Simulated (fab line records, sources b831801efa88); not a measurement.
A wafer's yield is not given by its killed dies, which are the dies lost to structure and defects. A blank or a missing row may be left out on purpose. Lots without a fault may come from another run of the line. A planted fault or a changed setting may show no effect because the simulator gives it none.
fab line records | flow sky130 | part 1 of 2: steps 1 to 24 of 33
[record] lots = 5 | wafers = 15 | last_day = 50
route steps=708 shown LDD_HVP@286 LDD_LDN@289 SPACER@304 POLY_CUT@307
lots with no fault: from the same line, run without faults
start_h: hours from the record's first day to the start of the lot's first wafer shown | wait_h: how many hours have passed since the lot's step before this one | " repeats the value in the row above | L1.1+2: a single row standing in for several wafers | - no value, or no start was given | * or withheld: withheld | < > ~ a bound
route shown NAME@n: NAME is a module with steps in the file, n the number in the route of the first one | usual: average and standard deviation across the fault-free wafers | same: alike in all rows | chamber/n: place in a boat | sites: per-site readings | _std_site: standard deviation of those values | _edge_site: outer sites' mean less inner sites' | radius_mm: how far each site lies from the wafer's centre | mask NAME#n: copy n | behind: the last tool/chamber to shape the wafer | hold: why the lot was held/for how many hours/how that ended | device: whichever transistor did not switch (one of n, p or np) | end of line: the tests these same wafers got at the end of their route | where a step has no rows: the recipe by itself | killed: at the first sort, the dies lost to defects and structure; wafer yield is something else | map: shows each die of a wafer: x if killed, . if not, _ if none is there
set.NAME: setting as actually run; set.NAME@STEP: the setting as run at that earlier step | model.NAME: the simulator's own value behind a step, which no gauge read
certain route steps with their lots: each step a table, each wafer a row
services: a tool's chamber out of use, with start hour (start_h, from the record's first day; less than 0 if before it), hours out, and reason
[[steps]]
[step SKY_LDD_HVP_IMPLANT_08]
[recipe] species = B | energy_kev = 20 | dose_cm2 = 1.7e+13 | tilt_deg = 17.9
[usual] end_station_pressure_torr = 5.04e-06/2.6e-07
lot.wafer | tool         | chamber | start_h | wait_h | end_station_pressure_torr
L074.4    | implanter-02 | 0       | 505.41  | 0.1    | 4.87e-06
L074.5    | "            | 0       | "       | "      | 5.3e-06
L074.6    | "            | 0       | "       | "      | 4.68e-06
L082.1    | implanter-04 | 0       | 560.55  | 0.0    | 5.38e-06
L082.5    | "            | 0       | "       | "      | 5.62e-06
L082.6    | "            | 0       | "       | "      | 5.42e-06
L086.2    | implanter-01 | 0       | 614.32  | 0.0    | 5.08e-06
L086.4    | "            | 0       | "       | "      | 5.24e-06
L086.6    | "            | 0       | "       | "      | 5.02e-06
L090.3    | implanter-04 | 0       | 639.31  | 0.1    | 4.64e-06
L090.4    | "            | 0       | "       | "      | 4.7e-06
L090.6    | "            | 0       | "       | "      | 5.24e-06
L095.1    | implanter-01 | 0       | 673.14  | 0.0    | 4.65e-06
L095.2    | "            | 0       | "       | "      | 5.08e-06
L095.6    | "            | 0       | "       | "      | 4.68e-06
[step SKY_LDD_HVP_STRIP_09]
[recipe] chemistry = O2/N2 | power_w = 1400 | pressure_mtorr = 1500 | platen_temp_c = withheld | o2_flow_sccm = 3000 | n2_flow_sccm = 300 | overash_fraction = 0.5
[usual] drypump_motor_current_A = 5.47/0.24 | oes_product_au = 0.408/0.0043 | strip_time_to_endpoint_s = 4.135/0.015
lot.wafer | tool            | chamber | start_h | wait_h | drypump_motor_current_A | oes_product_au | rf_hours_counter_h | strip_time_to_endpoint_s
L074.4    | plasma_asher-03 | 0       | 505.52  | 0.1    | 5.40                    | 0.414          | -                  | 4.140
L074.5    | "               | 0       | "       | "      | 5.39                    | 0.407          | -                  | 4.141
L074.6    | "               | 1       | "       | "      | 5.22                    | 0.408          | -                  | 4.143
L082.1    | plasma_asher-01 | 1       | 560.70  | 0.1    | 5.85                    | 0.414          | 13                 | 4.113
L082.5    | "               | 1       | "       | "      | 5.84                    | 0.406          | -                  | 4.117
L082.6    | "               | 0       | "       | "      | 5.36                    | 0.397          | -                  | 4.125
L086.2    | plasma_asher-01 | 1       | 614.45  | 0.1    | 5.83                    | 0.407          | 18                 | 4.140
L086.4    | "               | 0       | "       | "      | 5.34                    | 0.412          | -                  | 4.138
L086.6    | "               | 1       | "       | "      | 5.83                    | 0.408          | -                  | 4.134
L090.3    | plasma_asher-01 | 1       | 639.45  | 0.1    | 5.81                    | 0.408          | -                  | 4.145
L090.4    | "               | 0       | "       | "      | 5.34                    | 0.420          | -                  | 4.141
L090.6    | "               | 1       | "       | "      | 5.81                    | 0.416          | -                  | 4.149
L095.1    | plasma_asher-03 | 1       | 673.29  | 0.1    | 5.20                    | 0.405          | 85                 | 4.145
L095.2    | "               | 0       | "       | "      | 5.38                    | 0.400          | 85                 | 4.146
L095.6    | "               | 0       | "       | "      | 5.38                    | 0.417          | -                  | 4.140
[step SKY_LDD_HVP_TW_MEAS_10]
[usual] LDD_HVP_TW = 455.2/2.7
lot.wafer | tool          | chamber | start_h | wait_h | LDD_HVP_TW
L074.4    | film_metro-02 | -       | 505.62  | 0.1    | 453.2
L074.5    | "             | -       | "       | "      | 453.0
L074.6    | "             | -       | "       | "      | 451.2
L082.1    | film_metro-02 | -       | 560.80  | 0.1    | 452.2
L082.5    | "             | -       | "       | "      | 452.3
L082.6    | "             | -       | "       | "      | 450.0
L086.2    | film_metro-01 | -       | 614.56  | 0.1    | 454.2
L086.4    | "             | -       | "       | "      | 456.4
L086.6    | "             | -       | "       | "      | 454.7
L090.3    | film_metro-01 | -       | 639.53  | 0.1    | 458.0
L090.4    | "             | -       | "       | "      | 459.3
L090.6    | "             | -       | "       | "      | 459.3
L095.1    | film_metro-01 | -       | 673.39  | 0.1    | 458.4
L095.2    | "             | -       | "       | "      | 454.6
L095.6    | "             | -       | "       | "      | 456.9
[step SKY_LDD_LDN_DEHYDRATE_00]
[recipe] temp_c = 200 | time_s = 60
[usual] chill_plate_temp_C = 23.02/0.11
lot.wafer | tool           | chamber | start_h | wait_h | chill_plate_temp_C
L074.4    | litho_track-03 | 0       | 520.01  | 14.4   | 22.98
L074.5    | "              | 0       | "       | "      | 22.95
L074.6    | "              | 0       | "       | "      | 23.14
L082.1    | litho_track-03 | 0       | 574.79  | 14.0   | 22.93
L082.5    | "              | 0       | "       | "      | 22.97
L082.6    | "              | 0       | "       | "      | 23.14
L086.2    | litho_track-04 | 0       | 628.20  | 13.6   | 23.20
L086.4    | "              | 0       | "       | "      | 23.10
L086.6    | "              | 0       | "       | "      | 23.16
L090.3    | litho_track-04 | 0       | 652.68  | 13.1   | 23.00
L090.4    | "              | 0       | "       | "      | 22.95
L090.6    | "              | 0       | "       | "      | 23.01
L095.1    | litho_track-04 | 0       | 686.38  | 13.0   | 23.07
L095.2    | "              | 0       | "       | "      | 23.14
L095.6    | "              | 0       | "       | "      | 23.11
[step SKY_LDD_LDN_HMDS_01]
[recipe] prime_time_s = 60 | prime_temp_c = 120
[usual] chill_plate_temp_C = 23.02/0.11
[same] prime_time_s = 60
lot.wafer | tool           | chamber | start_h | wait_h | chill_plate_temp_C
L074.4    | litho_track-03 | 0       | 520.16  | 0.1    | 23.14
L074.5    | "              | 0       | "       | "      | 23.08
L074.6    | "              | 0       | "       | "      | 23.08
L082.1    | litho_track-03 | 0       | 574.94  | 0.1    | 23.02
L082.5    | "              | 0       | "       | "      | 23.00
L082.6    | "              | 0       | "       | "      | 22.94
L086.2    | litho_track-04 | 0       | 628.35  | 0.1    | 23.03
L086.4    | "              | 0       | "       | "      | 23.06
L086.6    | "              | 0       | "       | "      | 23.00
L090.3    | litho_track-04 | 0       | 652.83  | 0.1    | 23.04
L090.4    | "              | 0       | "       | "      | 22.90
L090.6    | "              | 0       | "       | "      | 23.04
L095.1    | litho_track-04 | 0       | 686.53  | 0.1    | 23.02
L095.2    | "              | 0       | "       | "      | 22.89
L095.6    | "              | 0       | "       | "      | 23.00
[step SKY_LDD_LDN_COAT_02]
[recipe] resist = NOVOLAK | spin_rpm = 3000 | resist_thk_nm = 1140
[usual] chill_plate_temp_C = 23.00/0.11 | spin_speed_rpm = 3000.1/1.9
lot.wafer | tool           | chamber | start_h | wait_h | chill_plate_temp_C | spin_speed_rpm
L074.4    | litho_track-03 | 0       | 520.31  | 0.1    | 22.85              | 2998.9
L074.5    | "              | 0       | "       | "      | 23.00              | 2999.0
L074.6    | "              | 0       | "       | "      | 23.08              | 3002.6
L082.1    | litho_track-03 | 0       | 575.09  | 0.1    | 23.08              | 3000.5
L082.5    | "              | 0       | "       | "      | 23.16              | 2999.8
L082.6    | "              | 0       | "       | "      | 23.20              | 2997.6
L086.2    | litho_track-04 | 0       | 628.50  | 0.1    | 23.05              | 2997.6
L086.4    | "              | 0       | "       | "      | 23.01              | 3000.3
L086.6    | "              | 0       | "       | "      | 22.98              | 2998.0
L090.3    | litho_track-04 | 0       | 652.98  | 0.1    | 23.27              | 3001.8
L090.4    | "              | 0       | "       | "      | 23.18              | 3000.9
L090.6    | "              | 0       | "       | "      | 23.17              | 3001.9
L095.1    | litho_track-04 | 0       | 686.68  | 0.1    | 22.97              | 3001.6
L095.2    | "              | 0       | "       | "      | 23.22              | 3002.6
L095.6    | "              | 0       | "       | "      | 23.00              | 3001.6
[step SKY_LDD_LDN_SOFTBAKE_03]
[recipe] temp_c = 90 | time_s = 60 | resist = NOVOLAK
[usual] chill_plate_temp_C = 22.99/0.12
lot.wafer | tool           | chamber | start_h | wait_h | chill_plate_temp_C
L074.4    | litho_track-03 | 0       | 520.46  | 0.1    | 23.05
L074.5    | "              | 0       | "       | "      | 22.88
L074.6    | "              | 0       | "       | "      | 23.06
L082.1    | litho_track-03 | 0       | 575.24  | 0.1    | 23.13
L082.5    | "              | 0       | "       | "      | 22.77
L082.6    | "              | 0       | "       | "      | 23.03
L086.2    | litho_track-04 | 0       | 628.65  | 0.1    | 22.94
L086.4    | "              | 0       | "       | "      | 22.97
L086.6    | "              | 0       | "       | "      | 22.93
L090.3    | litho_track-04 | 0       | 653.13  | 0.1    | 22.85
L090.4    | "              | 0       | "       | "      | 22.86
L090.6    | "              | 0       | "       | "      | 22.83
L095.1    | litho_track-04 | 0       | 686.83  | 0.1    | 23.05
L095.2    | "              | 0       | "       | "      | 23.13
L095.6    | "              | 0       | "       | "      | 23.36
[step SKY_LDD_LDN_EXPOSE_04]
[recipe] mask_id = LDNTM | na = 0.6 | source_shape = conventional | sigma_outer = 0.6 | polarization = unpolarized | target_cd_nm = 700 | dose_mj = 140
lot.wafer  | tool             | chamber | start_h | wait_h | mask
L074.4+5+6 | iline_stepper-01 | 0       | -       | -      | LDNTM#0
L082.1+5+6 | iline_stepper-01 | 0       | -       | -      | LDNTM#0
L086.2+4+6 | iline_stepper-02 | 0       | -       | -      | LDNTM#0
L090.3+4+6 | iline_stepper-01 | 0       | -       | -      | LDNTM#0
L095.1+2+6 | iline_stepper-01 | 0       | -       | -      | LDNTM#0
[step SKY_LDD_LDN_PEB_05]
[recipe] temp_c = withheld | time_s = * | resist = NOVOLAK
[usual] chill_plate_temp_C = *
lot.wafer | tool           | chamber | start_h | wait_h | chill_plate_temp_C
L074.4    | litho_track-04 | 0       | -       | -      | *
L074.5    | "              | 0       | "       | "      | *
L074.6    | "              | 0       | "       | "      | *
L082.1    | litho_track-04 | 0       | -       | -      | *
L082.5    | "              | 0       | "       | "      | *
L082.6    | "              | 0       | "       | "      | *
L086.2    | litho_track-03 | 0       | -       | -      | *
L086.4    | "              | 0       | "       | "      | *
L086.6    | "              | 0       | "       | "      | *
L090.3    | litho_track-01 | 0       | -       | -      | *
L090.4    | "              | 0       | "       | "      | *
L090.6    | "              | 0       | "       | "      | *
L095.1    | litho_track-01 | 0       | -       | -      | *
L095.2    | "              | 0       | "       | "      | *
L095.6    | "              | 0       | "       | "      | *
[step SKY_LDD_LDN_DEVELOP_06]
[recipe] resist = NOVOLAK | developer = TMAH | develop_time_s = 60 | dev_temp_c = 23
[usual] chill_plate_temp_C = 22.98/0.12
lot.wafer | tool           | chamber | start_h | wait_h | chill_plate_temp_C
L074.4    | litho_track-04 | 0       | 535.05  | 0.1    | 23.03
L074.5    | "              | 0       | "       | "      | 23.04
L074.6    | "              | 0       | "       | "      | 23.01
L082.1    | litho_track-04 | 0       | 590.93  | 0.1    | 23.09
L082.5    | "              | 0       | "       | "      | 23.07
L082.6    | "              | 0       | "       | "      | 22.92
L086.2    | litho_track-03 | 0       | 642.76  | 0.1    | 23.04
L086.4    | "              | 0       | "       | "      | 23.03
L086.6    | "              | 0       | "       | "      | 23.07
L090.3    | litho_track-01 | 0       | 667.10  | 0.1    | 22.75
L090.4    | "              | 0       | "       | "      | 22.89
L090.6    | "              | 0       | "       | "      | 22.69
L095.1    | litho_track-01 | 0       | 700.40  | 0.1    | 23.05
L095.2    | "              | 0       | "       | "      | 23.21
L095.6    | "              | 0       | "       | "      | 23.11
[step SKY_LDD_LDN_OVL_MEAS_07]
[usual] LDD_LDN_OVL = 0.6/1.6
lot.wafer | tool       | chamber | start_h | wait_h | LDD_LDN_OVL[nm]
L074.4    | overlay-01 | -       | 535.14  | 0.1    | -1.6
L074.5    | "          | -       | "       | "      | 1.4
L074.6    | "          | -       | "       | "      | -0.8
L082.1    | overlay-02 | -       | 591.08  | 0.1    | 0.4
L082.5    | "          | -       | "       | "      | -2.6
L082.6    | "          | -       | "       | "      | -1.3
L086.2    | overlay-01 | -       | 642.89  | 0.1    | 3.3
L086.4    | "          | -       | "       | "      | 2.0
L086.6    | "          | -       | "       | "      | 1.8
L090.3    | overlay-02 | -       | 667.21  | 0.1    | -1.0
L090.4    | "          | -       | "       | "      | -1.7
L090.6    | "          | -       | "       | "      | -0.2
L095.1    | overlay-01 | -       | 700.55  | 0.1    | -0.4
L095.2    | "          | -       | "       | "      | -0.4
L095.6    | "          | -       | "       | "      | 0.3
[step SKY_LDD_LDN_IMPLANT_08]
[recipe] species = As | energy_kev = 15 | dose_cm2 = 1.25e+13 | tilt_deg = withheld | rotation_deg = 23
[usual] end_station_pressure_torr = 5.1e-06/2.6e-07
lot.wafer | tool         | chamber | start_h | wait_h | end_station_pressure_torr
L074.4    | implanter-01 | 0       | 535.24  | 0.1    | 4.75e-06
L074.5    | "            | 0       | "       | "      | 5.47e-06
L074.6    | "            | 0       | "       | "      | 5.23e-06
L082.1    | implanter-01 | 0       | 591.11  | 0.0    | 5.38e-06
L082.5    | "            | 0       | "       | "      | 4.69e-06
L082.6    | "            | 0       | "       | "      | 4.95e-06
L086.2    | implanter-03 | 0       | 642.95  | 0.0    | 5.26e-06
L086.4    | "            | 0       | "       | "      | 5.09e-06
L086.6    | "            | 0       | "       | "      | 5.19e-06
L090.3    | implanter-01 | 0       | 667.29  | 0.1    | 4.96e-06
L090.4    | "            | 0       | "       | "      | 4.38e-06
L090.6    | "            | 0       | "       | "      | 5.29e-06
L095.1    | implanter-03 | 0       | 700.59  | 0.0    | 5.2e-06
L095.2    | "            | 0       | "       | "      | 4.8e-06
L095.6    | "            | 0       | "       | "      | 5.11e-06
[step SKY_LDD_LDN_IMPLANT_09]
[recipe] species = As | energy_kev = 15 | dose_cm2 = 1.25e+13 | tilt_deg = withheld | rotation_deg = 113
[usual] end_station_pressure_torr = 5.07e-06/2.2e-07
lot.wafer | tool         | chamber | start_h | wait_h | end_station_pressure_torr
L074.4    | implanter-01 | 0       | 535.39  | 0.1    | 5.35e-06
L074.5    | "            | 0       | "       | "      | 5.32e-06
L074.6    | "            | 0       | "       | "      | 4.86e-06
L082.1    | implanter-01 | 0       | 591.26  | 0.1    | 5.25e-06
L082.5    | "            | 0       | "       | "      | 4.97e-06
L082.6    | "            | 0       | "       | "      | 4.52e-06
L086.2    | implanter-03 | 0       | 643.10  | 0.1    | 5.38e-06
L086.4    | "            | 0       | "       | "      | 5.03e-06
L086.6    | "            | 0       | "       | "      | 5.22e-06
L090.3    | implanter-01 | 0       | 667.44  | 0.1    | 5.02e-06
L090.4    | "            | 0       | "       | "      | 5e-06
L090.6    | "            | 0       | "       | "      | 4.94e-06
L095.1    | implanter-03 | 0       | 700.74  | 0.1    | 5.1e-06
L095.2    | "            | 0       | "       | "      | 5.27e-06
L095.6    | "            | 0       | "       | "      | 4.83e-06
[step SKY_LDD_LDN_IMPLANT_10]
[recipe] species = As | energy_kev = 15 | dose_cm2 = 1.25e+13 | tilt_deg = withheld | rotation_deg = 203
[usual] end_station_pressure_torr = 5.07e-06/2.7e-07
lot.wafer | tool         | chamber | start_h | wait_h | end_station_pressure_torr
L074.4    | implanter-01 | 0       | 535.54  | 0.1    | 4.85e-06
L074.5    | "            | 0       | "       | "      | 4.76e-06
L074.6    | "            | 0       | "       | "      | 5.16e-06
L082.1    | implanter-01 | 0       | 591.41  | 0.1    | 5.37e-06
L082.5    | "            | 0       | "       | "      | 4.77e-06
L082.6    | "            | 0       | "       | "      | 4.83e-06
L086.2    | implanter-03 | 0       | 643.25  | 0.1    | 5.03e-06
L086.4    | "            | 0       | "       | "      | 5.36e-06
L086.6    | "            | 0       | "       | "      | 5.19e-06
L090.3    | implanter-01 | 0       | 667.59  | 0.1    | 4.85e-06
L090.4    | "            | 0       | "       | "      | 4.71e-06
L090.6    | "            | 0       | "       | "      | 5.19e-06
L095.1    | implanter-03 | 0       | 700.89  | 0.1    | 5.15e-06
L095.2    | "            | 0       | "       | "      | 5.23e-06
L095.6    | "            | 0       | "       | "      | 4.75e-06
[step SKY_LDD_LDN_IMPLANT_11]
[recipe] species = As | energy_kev = 15 | dose_cm2 = 1.25e+13 | tilt_deg = withheld | rotation_deg = 293
[usual] end_station_pressure_torr = 5.06e-06/2.6e-07
lot.wafer | tool         | chamber | start_h | wait_h | end_station_pressure_torr
L074.4    | implanter-01 | 0       | 535.69  | 0.1    | 4.92e-06
L074.5    | "            | 0       | "       | "      | 5.1e-06
L074.6    | "            | 0       | "       | "      | 4.5e-06
L082.1    | implanter-01 | 0       | 591.56  | 0.1    | 4.89e-06
L082.5    | "            | 0       | "       | "      | 5e-06
L082.6    | "            | 0       | "       | "      | 4.94e-06
L086.2    | implanter-03 | 0       | 643.40  | 0.1    | 4.99e-06
L086.4    | "            | 0       | "       | "      | 5.13e-06
L086.6    | "            | 0       | "       | "      | 5.43e-06
L090.3    | implanter-01 | 0       | 667.74  | 0.1    | 5.39e-06
L090.4    | "            | 0       | "       | "      | 4.73e-06
L090.6    | "            | 0       | "       | "      | 5.33e-06
L095.1    | implanter-03 | 0       | 701.04  | 0.1    | 5.32e-06
L095.2    | "            | 0       | "       | "      | 5e-06
L095.6    | "            | 0       | "       | "      | 5.03e-06
[step SKY_LDD_LDN_STRIP_12]
[recipe] chemistry = O2/N2 | power_w = 1400 | pressure_mtorr = 1500 | platen_temp_c = withheld | o2_flow_sccm = 3000 | n2_flow_sccm = 300 | overash_fraction = 0.5
[usual] drypump_motor_current_A = 5.63/0.3 | oes_product_au = 0.716/0.0046 | strip_time_to_endpoint_s = 14.19/0.042
lot.wafer | tool            | chamber | start_h | wait_h | drypump_motor_current_A | oes_product_au | rf_hours_counter_h | strip_time_to_endpoint_s
L074.4    | plasma_asher-03 | 0       | 535.80  | 0.1    | 5.37                    | 0.717          | -                  | 14.16
L074.5    | "               | 1       | "       | "      | 5.19                    | 0.719          | -                  | 14.16
L074.6    | "               | 0       | "       | "      | 5.38                    | 0.715          | -                  | 14.15
L082.1    | plasma_asher-04 | 1       | 591.71  | 0.1    | 5.88                    | 0.717          | 45                 | 14.15
L082.5    | "               | 0       | "       | "      | 5.68                    | 0.721          | -                  | 14.13
L082.6    | "               | 1       | "       | "      | 5.88                    | 0.710          | -                  | 14.13
L086.2    | plasma_asher-03 | 1       | 643.52  | 0.1    | 5.19                    | 0.715          | 82                 | 14.23
L086.4    | "               | 1       | "       | "      | 5.19                    | 0.706          | -                  | 14.19
L086.6    | "               | 1       | "       | "      | 5.18                    | 0.716          | -                  | 14.23
L090.3    | plasma_asher-02 | 0       | 667.87  | 0.1    | 6.04                    | 0.723          | -                  | 14.22
L090.4    | "               | 1       | "       | "      | 5.35                    | 0.722          | -                  | 14.22
L090.6    | "               | 1       | "       | "      | 5.35                    | 0.708          | -                  | 14.22
L095.1    | plasma_asher-04 | 0       | 701.19  | 0.1    | 5.70                    | 0.705          | 57                 | 14.26
L095.2    | "               | 1       | "       | "      | 5.87                    | 0.713          | 57                 | 14.23
L095.6    | "               | 0       | "       | "      | 5.68                    | 0.714          | -                  | 14.25
[step SKY_LDD_LDN_TW_MEAS_13]
[usual] LDD_LDN_TW = 1481/12
lot.wafer | tool          | chamber | start_h | wait_h | LDD_LDN_TW
L074.4    | film_metro-02 | -       | 535.89  | 0.1    | 1460
L074.5    | "             | -       | "       | "      | 1455
L074.6    | "             | -       | "       | "      | 1464
L082.1    | film_metro-01 | -       | 591.81  | 0.1    | 1470
L082.5    | "             | -       | "       | "      | 1479
L082.6    | "             | -       | "       | "      | 1473
L086.2    | film_metro-03 | -       | 643.63  | 0.1    | 1495
L086.4    | "             | -       | "       | "      | 1488
L086.6    | "             | -       | "       | "      | 1492
L090.3    | film_metro-02 | -       | 667.96  | 0.1    | 1477
L090.4    | "             | -       | "       | "      | 1470
L090.6    | "             | -       | "       | "      | 1480
L095.1    | film_metro-03 | -       | 701.29  | 0.1    | 1487
L095.2    | "             | -       | "       | "      | 1492
L095.6    | "             | -       | "       | "      | 1485
[step SKY_LDD_LDN_CLEAN_14]
[recipe] chemistry = SC1/SC2 | mix = 1:4:20 | temp_c = 70 | time_s = 150 | dry = n2_spin
[usual] temp_c = 70.00/0.13
lot.wafer | tool         | chamber | start_h | wait_h | temp_c
L074.4    | wet_bench-02 | 1       | 535.92  | 0.0    | 69.88
L074.5    | "            | 1       | "       | "      | 70.06
L074.6    | "            | 1       | "       | "      | 69.91
L082.1    | wet_bench-04 | 1       | 591.87  | 0.1    | 69.99
L082.5    | "            | 1       | "       | "      | 70.04
L082.6    | "            | 1       | "       | "      | 70.24
L086.2    | wet_bench-02 | 0       | 643.68  | 0.0    | 69.89
L086.4    | "            | 0       | "       | "      | 69.77
L086.6    | "            | 0       | "       | "      | 69.86
L090.3    | wet_bench-04 | 0       | 668.00  | 0.0    | 69.68
L090.4    | "            | 0       | "       | "      | 69.85
L090.6    | "            | 0       | "       | "      | 70.21
L095.1    | wet_bench-01 | 2       | 701.35  | 0.1    | 69.99
L095.2    | "            | 2       | "       | "      | 70.11
L095.6    | "            | 2       | "       | "      | 70.00
[step SKY_SPACER_CVD_00]
[recipe] material = Si3N4 | precursor = DCS/NH3 | target_thk_nm = 43.1 | temp_c = 770 | time_s = 740 | pressure_mtorr = 250
lot.wafer  | tool     | chamber | start_h | wait_h
L074.4+5+6 | lpcvd-02 | 1       | 536.79  | 0.8
L082.1+5+6 | lpcvd-02 | 1       | 592.23  | 0.3
L086.2+4+6 | lpcvd-02 | 0       | 644.30  | 0.6
L090.3+4+6 | lpcvd-02 | 1       | 668.10  | 0.0
L095.1+2+6 | lpcvd-02 | 0       | 703.97  | 2.6
[step SKY_SPACER_THK_MEAS_01]
[recipe] reads = Si3N4_of_SPACER_CVD_00
[usual] SPACER_CVD_00_THK = 43.1/0.45
lot.wafer | tool          | chamber | start_h | wait_h | SPACER_CVD_00_THK[nm]
L074.4    | film_metro-03 | -       | 538.02  | 0.0    | 43.2
L074.5    | "             | -       | "       | "      | 43.1
L074.6    | "             | -       | "       | "      | 42.9
L082.1    | film_metro-03 | -       | 593.43  | 0.0    | 43.0
L082.5    | "             | -       | "       | "      | 42.7
L082.6    | "             | -       | "       | "      | 42.9
L086.2    | film_metro-04 | -       | 645.52  | 0.0    | 43.0
L086.4    | "             | -       | "       | "      | 43.1
L086.6    | "             | -       | "       | "      | 42.8
L090.3    | film_metro-03 | -       | 669.93  | 0.0    | 43.2
L090.4    | "             | -       | "       | "      | 43.0
L090.6    | "             | -       | "       | "      | 43.3
L095.1    | film_metro-01 | -       | 705.77  | 0.0    | 42.4
L095.2    | "             | -       | "       | "      | 42.6
L095.6    | "             | -       | "       | "      | 42.6
[step SKY_SPACER_ETCHBACK_02]
[recipe] chemistry = CH3F/O2 | target = Si3N4 | stop_on = SiO2 | source_w = 400 | bias_w = 80 | pressure_mtorr = 25 | ch3f_flow_sccm = 40 | O2_flow_sccm = 30 | time_s = 46.7 | target_depth_a = 450
[usual] drypump_motor_current_A = 5.75/0.27 | oes_product_au = 0.855/0.0066 | throttle_valve_pct = 10.562/0.0079
lot.wafer | tool        | chamber | start_h | wait_h | drypump_motor_current_A | oes_product_au | rf_hours_counter_h | throttle_valve_pct
L074.4    | rie_diel-04 | 2       | 538.05  | 0.0    | 5.35                    | 0.853          | 10                 | 10.576
L074.5    | "           | 0       | "       | "      | 5.58                    | 0.859          | -                  | 10.559
L074.6    | "           | 3       | "       | "      | 6.29                    | 0.854          | -                  | 10.569
L082.1    | rie_diel-04 | 2       | 593.49  | 0.1    | 5.35                    | 0.850          | 11                 | 10.547
L082.5    | "           | 2       | "       | "      | 5.40                    | 0.848          | -                  | 10.567
L082.6    | "           | 1       | "       | "      | 6.13                    | 0.849          | -                  | 10.551
L086.2    | rie_diel-04 | 3       | 645.57  | 0.0    | 6.28                    | 0.851          | 7                  | 10.558
L086.4    | "           | 1       | "       | "      | 6.13                    | 0.852          | 47                 | 10.556
L086.6    | "           | 1       | "       | "      | 6.07                    | 0.858          | -                  | 10.568
L090.3    | rie_diel-02 | 2       | 669.97  | 0.0    | 5.78                    | 0.857          | 5                  | 10.553
L090.4    | "           | 1       | "       | "      | 5.63                    | 0.851          | -                  | 10.565
L090.6    | "           | 2       | "       | "      | 5.76                    | 0.857          | -                  | 10.569
L095.1    | rie_diel-04 | 0       | 705.83  | 0.1    | 5.52                    | 0.842          | 11                 | 10.556
L095.2    | "           | 2       | "       | "      | 5.36                    | 0.848          | 13                 | 10.566
L095.6    | "           | 3       | "       | "      | 6.27                    | 0.851          | -                  | 10.563
[step SKY_POLY_CUT_DEHYDRATE_00]
[recipe] temp_c = 200 | time_s = 60
[usual] chill_plate_temp_C = 22.99/0.096
lot.wafer | tool           | chamber | start_h | wait_h | chill_plate_temp_C
L074.4    | litho_track-02 | 0       | 552.69  | 14.6   | 22.88
L074.5    | "              | 0       | "       | "      | 22.94
L074.6    | "              | 0       | "       | "      | 23.06
L082.1    | litho_track-01 | 0       | 607.90  | 14.4   | 23.04
L082.5    | "              | 0       | "       | "      | 23.07
L082.6    | "              | 0       | "       | "      | 22.91
L086.2    | litho_track-02 | 0       | 658.84  | 13.2   | 23.00
L086.4    | "              | 0       | "       | "      | 23.03
L086.6    | "              | 0       | "       | "      | 22.97
L090.3    | litho_track-01 | 0       | 682.85  | 12.9   | 22.92
L090.4    | "              | 0       | "       | "      | 22.73
L090.6    | "              | 0       | "       | "      | 22.85
L095.1    | litho_track-02 | 0       | 718.01  | 12.2   | 22.98
L095.2    | "              | 0       | "       | "      | 23.04
L095.6    | "              | 0       | "       | "      | 22.99
[step SKY_POLY_CUT_HMDS_01]
[recipe] prime_time_s = 60 | prime_temp_c = 120
[usual] chill_plate_temp_C = 23.01/0.096
[same] prime_time_s = 60
lot.wafer | tool           | chamber | start_h | wait_h | chill_plate_temp_C
L074.4    | litho_track-02 | 0       | 552.84  | 0.1    | 22.90
L074.5    | "              | 0       | "       | "      | 22.99
L074.6    | "              | 0       | "       | "      | 23.03
L082.1    | litho_track-01 | 0       | 608.05  | 0.1    | 22.98
L082.5    | "              | 0       | "       | "      | 23.00
L082.6    | "              | 0       | "       | "      | 22.94
L086.2    | litho_track-02 | 0       | 658.99  | 0.1    | 22.97
L086.4    | "              | 0       | "       | "      | 23.16
L086.6    | "              | 0       | "       | "      | 22.97
L090.3    | litho_track-01 | 0       | 683.00  | 0.1    | 22.92
L090.4    | "              | 0       | "       | "      | 23.02
L090.6    | "              | 0       | "       | "      | 23.04
L095.1    | litho_track-02 | 0       | 718.16  | 0.1    | 22.92
L095.2    | "              | 0       | "       | "      | 22.97
L095.6    | "              | 0       | "       | "      | 23.11
[step SKY_POLY_CUT_COAT_02]
[recipe] resist = BARC | temp_c = withheld | time_s = withheld | spin_rpm = 3000 | resist_thk_nm = 60
[usual] chill_plate_temp_C = * | spin_speed_rpm = 2999.5/2.2
lot.wafer | tool           | chamber | start_h | wait_h | chill_plate_temp_C | spin_speed_rpm
L074.4    | litho_track-02 | 0       | 552.99  | 0.1    | *                  | 2998.0
L074.5    | "              | 0       | "       | "      | *                  | 2999.0
L074.6    | "              | 0       | "       | "      | *                  | 3002.8
L082.1    | litho_track-01 | 0       | 608.20  | 0.1    | *                  | 2999.6
L082.5    | "              | 0       | "       | "      | *                  | 2999.1
L082.6    | "              | 0       | "       | "      | *                  | 3000.7
L086.2    | litho_track-02 | 0       | 659.14  | 0.1    | *                  | 2995.5
L086.4    | "              | 0       | "       | "      | *                  | 2999.1
L086.6    | "              | 0       | "       | "      | *                  | 2998.6
L090.3    | litho_track-01 | 0       | 683.15  | 0.1    | *                  | 2998.6
L090.4    | "              | 0       | "       | "      | *                  | 2998.9
L090.6    | "              | 0       | "       | "      | *                  | 2999.9
L095.1    | litho_track-02 | 0       | 718.31  | 0.1    | *                  | 2999.5
L095.2    | "              | 0       | "       | "      | *                  | 3001.4
L095.6    | "              | 0       | "       | "      | *                  | 3000.6
